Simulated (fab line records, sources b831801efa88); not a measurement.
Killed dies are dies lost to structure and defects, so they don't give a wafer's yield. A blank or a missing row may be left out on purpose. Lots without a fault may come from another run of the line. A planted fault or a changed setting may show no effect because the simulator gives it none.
Tool commonality check | flow sky130 | 12 lots, 36 wafers sampled

WHY IT WAS OPENED
At SKY_LDD_P_TW_MEAS_11 the reading LDD_P_TW is flagged on 2 of 12 lots. Wafers without a fault read 639, standard deviation 6.4.
Rule: a lot is flagged when every wafer of it that has a number lies more than 4 standard deviations from that mean, or none has a number. The other lots count as sound.

lot  | measured     | on            | LDD_P_TW, wafer by wafer | flag
L936 | day 18 23:59 | film_metro-02 | 632 634 635              |
L940 | day 21 12:10 | film_metro-03 | 606 607 601              | FLAGGED
L941 | day 21 12:46 | film_metro-03 | 637 636 641              |
L942 | day 21 18:26 | film_metro-03 | 603 603 606              | FLAGGED
L948 | day 23 18:27 | film_metro-03 | 638 639 637              |
L949 | day 23 23:02 | film_metro-03 | 634 635 637              |
L950 | day 24 12:11 | film_metro-03 | 636 635 639              |
L952 | day 25 04:29 | film_metro-03 | 638 640 638              |
L953 | day 25 07:28 | film_metro-03 | 636 638 635              |
L954 | day 26 09:05 | film_metro-02 | 630 631 632              |
L957 | day 27 07:50 | film_metro-02 | 635 633 634              |
L958 | day 27 08:16 | film_metro-01 | 648 648 649              |
The numbers of the flagged lots are 604 on average: -35 against the usual, or -5 standard deviations.

WHICH TOOL RAN EACH LOT
The record holds 2 process steps before the reading, out of a route of 708 steps. In each cell: the tool, then ch and the chambers that the sampled wafers went through, then the start.
lot  | flag    | SKY_POLY_GATE_STRIP_18               | SKY_LDD_P_IMPLANT_09
L936 |         | plasma_asher-01 ch 0,1, day 16 08:47 | implanter-04 ch 0, day 18 23:45
L940 | FLAGGED | plasma_asher-03 ch 0,1, day 18 18:53 | implanter-02 ch 0, day 21 11:55
L941 |         | plasma_asher-01 ch 0,1, day 18 19:14 | implanter-04 ch 0, day 21 12:31
L942 | FLAGGED | plasma_asher-01 ch 0,1, day 18 23:56 | implanter-02 ch 0, day 21 18:11
L948 |         | plasma_asher-03 ch 0,1, day 21 02:49 | implanter-04 ch 0, day 23 18:12
L949 |         | plasma_asher-01 ch 0,1, day 21 08:25 | implanter-01 ch 0, day 23 22:47
L950 |         | plasma_asher-03 ch 0, day 21 21:38   | implanter-01 ch 0, day 24 11:56
L952 |         | plasma_asher-01 ch 0,1, day 22 13:04 | implanter-01 ch 0, day 25 04:14
L953 |         | plasma_asher-01 ch 0,1, day 22 17:31 | implanter-01 ch 0, day 25 07:15
L954 |         | plasma_asher-01 ch 0,1, day 23 17:44 | implanter-01 ch 0, day 26 08:50
L957 |         | plasma_asher-03 ch 0,1, day 24 18:59 | implanter-01 ch 0, day 27 07:36
L958 |         | plasma_asher-01 ch 0,1, day 24 18:56 | implanter-02 ch 0, day 27 08:01
What these steps do:
- SKY_POLY_GATE_STRIP_18: strips in O2/N2.
- SKY_LDD_P_IMPLANT_09
- SKY_LDD_P_TW_MEAS_11

FLAGGED OVER TOTAL, TOOL BY TOOL (the gauges that took the reading come last)
step                   | tool            | lots run | flagged | share of the flagged lots | sound lots run after its first flagged lot
SKY_POLY_GATE_STRIP_18 | plasma_asher-01 | 8        | 1       | some                      | 5 (L949,L952,L953,L954,L958)
SKY_POLY_GATE_STRIP_18 | plasma_asher-03 | 4        | 1       | some                      | 3 (L948,L950,L957)
SKY_LDD_P_IMPLANT_09   | implanter-01    | 6        | 0       | none                      | -
SKY_LDD_P_IMPLANT_09   | implanter-02    | 3        | 2       | all                       | 1 (L958)
SKY_LDD_P_IMPLANT_09   | implanter-04    | 3        | 0       | none                      | -
SKY_LDD_P_TW_MEAS_11   | film_metro-01   | 1        | 0       | none                      | -
SKY_LDD_P_TW_MEAS_11   | film_metro-02   | 3        | 0       | none                      | -
SKY_LDD_P_TW_MEAS_11   | film_metro-03   | 8        | 2       | all                       | 6 (L941,L948,L949,L950,L952,L953)

WHAT THE TABLE ALLOWS
2 rows of the table ran every flagged lot: implanter-02 at SKY_LDD_P_IMPLANT_09, film_metro-03 at SKY_LDD_P_TW_MEAS_11.
- implanter-02 at SKY_LDD_P_IMPLANT_09: 2 of its 3 lots flagged. Sound lots ran on it after the first flagged one (L958), which a lasting fault on the whole tool wouldn't allow. Its own readings lie more than 4 standard deviations out on every wafer of the flagged lots: beam_energy_keV.
- film_metro-03 at SKY_LDD_P_TW_MEAS_11: 2 of its 8 lots flagged. Sound lots ran on it after the first flagged one (L941, L948, L949, L950, L952, L953), which a lasting fault on the whole tool wouldn't allow.
No row of the table ran every flagged lot and no sound lot after the first.

WHAT THE SIMULATOR HAD PUT IN
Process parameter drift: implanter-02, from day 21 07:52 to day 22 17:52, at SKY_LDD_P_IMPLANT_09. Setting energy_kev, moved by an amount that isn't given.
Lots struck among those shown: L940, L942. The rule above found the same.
